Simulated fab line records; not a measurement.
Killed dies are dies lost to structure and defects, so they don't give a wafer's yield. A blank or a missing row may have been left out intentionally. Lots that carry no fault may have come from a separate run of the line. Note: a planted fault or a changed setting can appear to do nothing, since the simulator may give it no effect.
Code-filled problem report in 8D (eight disciplines) form || flow sfq line || the parts of the form that need people (team, actions taken, sign-off) are left out

## 1. PROBLEM STATEMENT
Across 6 wafers from 2 lots, L0_MONX_KI_RS at SFQ_L0_RS_MEAS_901 averages 40.2 ohm/sq, while fault-free wafers read 43.5 ohm/sq with a standard deviation of 0.38. Relative to the usual mean, that is a shift of -8.6 standard deviations.
The step: measures by four-point-probe.
Seen first at day 3 14:35 on film metro-02, wafer L739.2. At this step, 42 wafers from 14 lots have a number in the record. Rule for "out", or "out of limits": more than 4 standard deviations from the usual mean. Any other wafer with a number is counted as sound.

## 2. WHAT IT IS AND WHAT IT IS NOT
{"question": "which readings at this step", "is": "L0_MONX_KI_RS", "is not": "-"}
{"question": "which lots", "is": "L739, L742", "is not": "L729, L730, L731, L732, L733, L734, L735, L736, L737, L748, L751, L752"}
{"question": "which wafers of those lots", "is": "all that have a number", "is not": "-"}
{"question": "read on which gauges", "is": "film metro-02", "is not": "film metro-03, film metro-04"}
{"question": "when", "is": "from day 3 14:35", "is not": "up to then (27 sound wafers); but 9 sound wafers of L748, L751, L752 came after"}

## 3. THE SUSPECTS, EACH WITH WHAT RULES IT OUT
Counting: a tool at any process step up to the reading remains a suspect when it ran all the lots that are out and ran no sound lot after the first of those.
- the gauge at SFQ_L0_RS_MEAS_901: ruled out. All the wafers that are out were read on film metro-02, but those of them that SFQ_TRILAYER_L0_DEP_SPUTTER_003 has rows for are out there too, on other tools.
- pvd sputter-06 at SFQ_TRILAYER_L0_DEP_SPUTTER_003 (material MoNx KI, target thk 40 nm, time 100 s): kept. All lots that are out passed through it, beginning with L739 at day 3 14:29, and no sound lot followed; its final sound lot before that point was L737 at day 3 04:29. Its own cathode dc power W readings are out on those wafers.
Remaining after the count: pvd sputter-06 at SFQ_TRILAYER_L0_DEP_SPUTTER_003.

## 4. THE CAUSE (what the simulator had put in)
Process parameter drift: pvd sputter-06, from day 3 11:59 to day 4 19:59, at SFQ_TRILAYER_L0_DEP_SPUTTER_003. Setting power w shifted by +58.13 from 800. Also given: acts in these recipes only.
Counting left only this tool.

## 5. THE CHAIN OF EFFECTS, in route order
Each row: a reading where the mean over the struck wafers with a number is more than 3 standard deviations away from the usual. Only readings whose record carries a usual standard deviation are examined. hours: median over the lots of the time between each lot's start at the first step of this table that gives one and its start at this step. sigmas: the change, counted in usual standard deviations.
{"hours": 0, "step": "SFQ_TRILAYER_L0_DEP_SPUTTER_003", "reading": "cathode dc power W", "usual": "800.00 W", "on struck wafers": 858.17, "change": "+58.17", "sigmas": "+99 or more"}
{"hours": 0, "step": "SFQ_L0_RS_MEAS_901", "reading": "L0_MONX_KI_RS", "usual": "43.5 ohm/sq", "on struck wafers": 40.2, "change": -3.2, "sigmas": -8.6}
{"hours": 4, "step": "SFQ_L0_THK_MEAS_902", "reading": "L0_MONX_KI_THK", "usual": "40.3 nm", "on struck wafers": 43.5, "change": "+3.2", "sigmas": "+8.9"}
{"hours": 82, "step": "SFQ_TRILAYER_L0_ETCH_METAL_ETCH_008", "reading": "oes product au", "usual": "0.874 a.u.", "on struck wafers": 0.917, "change": "+0.043", "sigmas": "+7.1"}
Process steps it contains:
- SFQ_TRILAYER_L0_DEP_SPUTTER_003: material MoNx KI, target thk 40 nm, time 100 s.
- SFQ_TRILAYER_L0_ETCH_METAL_ETCH_008: etches MoNx KI in SF6/O2, stops on SiO2, target depth 50 nm, time 25 s.

## 6. HOW IT WOULD HAVE BEEN CAUGHT EARLIER
In this record the first reading out of limits at a measuring or inspecting step was taken at day 3 14:35, 3 hours after the fault began at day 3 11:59.
The tool's own readings at SFQ_TRILAYER_L0_DEP_SPUTTER_003 were out on every struck wafer that the step has a row for (cathode dc power W): an alarm limit on them would have fired on the first of those.
Lots out: 2; of these, L742 started SFQ_TRILAYER_L0_DEP_SPUTTER_003 on pvd sputter-06 after day 3 14:35. It would have been spared by a hold on the tool at that moment.
